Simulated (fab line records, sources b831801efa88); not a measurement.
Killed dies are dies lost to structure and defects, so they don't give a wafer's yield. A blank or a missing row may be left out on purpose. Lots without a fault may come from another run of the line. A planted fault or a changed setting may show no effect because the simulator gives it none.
Chamber matching | flow gf180mcu | GF_V3_CMP_04 on cmp-02: 4 sister chambers
The step polishes SiO2. 4 wafers are shown with their chamber, then 7 later ones without.

WAFERS WITH THEIR CHAMBER
wafer  | chamber | motor_current_A (A)
L244.1 | 2       | 12.5
L246.4 | 0       | 11.0
L246.6 | 3       | 11.9
L256.5 | 1       | 12.1

WAFERS WITHOUT THEIR CHAMBER
wafer  | motor_current_A (A)
L256.6 | 10.6
L258.2 | 12.5
L258.5 | 12.2
L258.6 | 10.8
L261.1 | 12.6
L261.4 | 12.4
L261.6 | 12.6

WHICH CHAMBER EACH WENT THROUGH
wafer  | from the rows above          | in truth
L256.6 | 0                            | 0
L258.2 | 2                            | 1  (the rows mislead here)
L258.5 | can't be placed: 1 or 3 or 2 | 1
L258.6 | 0                            | 0
L261.1 | 2                            | 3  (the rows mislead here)
L261.4 | can't be placed: 2 or 1      | 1
L261.6 | 2                            | 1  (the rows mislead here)
Placed correctly: 2 of 7. Can't be placed from these rows: 2 (the true chamber is among the candidates in 2). Placed wrongly: 3.
How it was worked out, from the rows above alone: a wafer's distance from a chamber is the root of the sum, over the readings, of the square of ((its reading less the chamber's mean) divided by the reading's scatter). The wafer belongs to the nearest chamber; if the next one is less than 2 further off, it can't be placed. A chamber's mean is the mean of its shown wafers. The scatter: with one shown wafer a chamber, the root of the mean of the squares of how far each hidden wafer lies from its nearest shown one.
